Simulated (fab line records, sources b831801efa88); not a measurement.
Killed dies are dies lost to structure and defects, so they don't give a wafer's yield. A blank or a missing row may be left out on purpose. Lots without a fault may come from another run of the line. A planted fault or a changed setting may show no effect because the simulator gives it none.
A struck lot beside a sound one | flow gf180mcu | 37 steps out of a route of 602
Sound: wafers L871.2, L871.3, L871.5. Struck: wafer L878.6. The cause comes at the end.
At each step with rows: each side's tool, then ch and its chambers, then its first start. Under that, the readings that differ: sound wafers | struck wafers | difference of the means | sigmas: that difference in standard deviations of wafers without a fault.
alike: readings whose means differ by less than 2 such deviations, and words and numbers that are the same on both sides. not compared: withheld readings, readings that some wafer has no value for, bounds like >300 that may hide the same value, and numbers for which the record gives no deviation and whose values overlap.
The two part at a step that has a row with sigmas, a row that says differs or no value, or rows on one side only. Numbers that don't overlap but have no deviation are shown without sigmas and don't part them. A reading that every wafer of one side lacks parts them only if that side has two wafers or more.

first, 2 steps without rows for these wafers: GF_M4_PEB_12 (peb time 90 s); GF_M4_DEVELOP_13 (develop time 60 s).
GF_M4_CD_MEAS_14: target cd 280 nm.
  sound on cd_sem-02, day 24 05:02; struck on cd_sem-02, day 26 17:13
  reading    | sound             | struck | difference | sigmas
  cd_nm (nm) | 278.9 279.7 279.1 | 282.1  | +2.9       | +3
GF_M4_OVL_MEAS_15:
  sound on overlay-02, day 24 05:08; struck on overlay-02, day 26 17:16
  alike: M4_OVL
then, 5 steps without rows for these wafers: GF_M4_METAL_ETCH_16 (etches the open film in Cl2/BCl3, stops on SiO2, target depth 750.8 nm, time 125.1 s); GF_M4_STRIP_17 (strips in O2/N2); GF_M4_STRIP_18 (strips in post etch residue remover, time 1200 s); GF_M4_CLEAN_19 (cleans in DIW); GF_V4_CVD_00 (deposits SiO2, target thk 600 nm, time 100 s).
GF_V4_THK_MEAS_01:
  sound on film_metro-02, day 24 05:57; struck on film_metro-02, day 26 18:14
  alike: V4_CVD_00_THK
GF_V4_CVD_02: deposits SiO2 from TEOS, target thk 850 nm, time 94.851 s.
  sound on pecvd-01 ch 0,1,2, day 24 06:00; struck on pecvd-04 ch 1, day 26 18:16
  alike: heater_power_w
GF_V4_THK_MEAS_03:
  sound on film_metro-03, day 24 06:05; struck on film_metro-04, day 26 18:22
  reading            | sound       | struck | difference | sigmas
  V4_CVD_02_THK (nm) | 840 834 833 | 869    | +33        | +3
GF_V4_CMP_04: polishes SiO2.
  sound on cmp-02 ch 0,2, day 24 06:08; struck on cmp-02 ch 1, day 26 18:34
  reading                             | sound             | struck | difference | sigmas
  time_to_endpoint_s (s)              | 79 76 77          | 32     | -45        | -8
  model.SiO2_of_V4_CVD_02.thk_nm (nm) | 634.2 632.5 633.3 | 791.3  | +158.0     |
  alike: head_pressure_psi, motor_current_A
GF_V4_BOW_MEAS_05:
  sound on film_metro-02, day 24 06:27; struck on film_metro-04, day 26 18:46
  alike: V4_BOW
then, 8 steps without rows for these wafers: GF_V4_DEHYDRATE_06 (time 60 s); GF_V4_HMDS_07 (prime time 60 s); GF_V4_COAT_08; GF_V4_COAT_09 (resist thk 1000 nm); GF_V4_SOFTBAKE_10 (time 60 s); GF_V4_EXPOSE_11 (exposes mask Via4, target cd 260 nm); GF_V4_PEB_12 (peb time 90 s); GF_V4_DEVELOP_13 (develop time 60 s).
GF_V4_CD_MEAS_14: target cd 260 nm.
  sound on cd_sem-02, day 25 03:47; struck on cd_sem-02, day 27 14:40
  alike: cd_nm
GF_V4_OVL_MEAS_15:
  sound on overlay-02, day 25 03:53; struck on overlay-01, day 27 14:43
  alike: V4_OVL
then, 1 step without rows for these wafers: GF_V4_ETCH_16 (etches BARC in N2/H2).
GF_V4_ETCH_17: etches SiO2 in C4F8/O2/Ar, stops on TiN, target depth 630 nm.
  sound on rie_diel-03 ch 0,2,3; struck on rie_diel-02 ch 2
  reading                        | sound             | struck | difference | sigmas
  oes_product_au (a.u.)          | 0.857 0.855 0.861 | 0.976  | +0.118     | +25
  model.etch.depth_nm (nm)       | 634.2 632.5 633.3 | 791.3  | +158.0     |
  model.V4.feature_depth_nm (nm) | 634.2 632.5 633.3 | 791.3  | +158.0     |
GF_V4_STRIP_18: strips in O2/N2.
  sound on plasma_asher-04 ch 0,1, day 25 04:03; struck on plasma_asher-04 ch 1, day 27 14:56
  alike: drypump_motor_current_A, heater_power_w, oes_product_au
  not compared: rf_hours_counter_h
then, 2 steps without rows for these wafers: GF_V4_STRIP_19 (strips in post etch residue remover, time 1200 s); GF_V4_CLEAN_20 (cleans in DIW).
GF_V4_SPUTTER_21: material Ti, target thk 15 nm, time 80.02 s.
  sound on pvd_sputter-03, day 25 04:39; struck on pvd_sputter-01, day 27 15:25
  alike: throttle_valve_pct
GF_V4_SPUTTER_22: material TiN, target thk 10 nm, time 40 s.
  sound on pvd_sputter-03, day 25 04:43; struck on pvd_sputter-01, day 27 15:28
  alike: throttle_valve_pct
GF_V4_CVD_23: deposits W, target thk 350 nm, time 104.9 s.
  sound on cvd_w-02 ch 0,1, day 25 04:45; struck on cvd_w-01 ch 0, day 27 15:34
  alike: heater_power_w
GF_V4_RS_MEAS_24: measures by four-point-probe.
  sound on film_metro-02, day 25 04:53; struck on film_metro-04, day 27 15:42
  alike: V4_W_RS
GF_V4_THK_MEAS_25: measures by xrf.
  sound on film_metro-02, day 25 04:59; struck on film_metro-04, day 27 15:46
  alike: V4_W_THK
GF_V4_CMP_26: polishes, stops on SiO2, t overpolish 15 s, target thk 0 nm.
  sound on cmp-02 ch 0,1, day 25 05:05; struck on cmp-01 ch 1, day 27 16:02
  reading                             | sound             | struck | difference | sigmas
  motor_current_A (A)                 | 11.8 12.7 12.2    | 10.2   | -2.0       | -3
  model.SiO2_of_V4_CVD_02.thk_nm (nm) | 630.4 628.7 629.5 | 787.5  | +158.0     |
  alike: head_pressure_psi
then, 1 step without rows for these wafers: GF_MIM_SPUTTER_00 (material Ti, target thk 37.5 nm, time 150 s).
-- the record jumps here: 4 days lie between the struck wafers' starts before and after (it left off in module MIM and takes up again in module PASSIVATION, whose first step shown is number 602 of the route) --
GF_PASSIVATION_PROBE_99:
  the record has rows for the struck wafers here (prober-01, day 31 19:52) and none for the sound ones

WHERE THEY PART
First at GF_M4_CD_MEAS_14; last, within this record, at GF_PASSIVATION_PROBE_99.

WHY: what the simulator had put in
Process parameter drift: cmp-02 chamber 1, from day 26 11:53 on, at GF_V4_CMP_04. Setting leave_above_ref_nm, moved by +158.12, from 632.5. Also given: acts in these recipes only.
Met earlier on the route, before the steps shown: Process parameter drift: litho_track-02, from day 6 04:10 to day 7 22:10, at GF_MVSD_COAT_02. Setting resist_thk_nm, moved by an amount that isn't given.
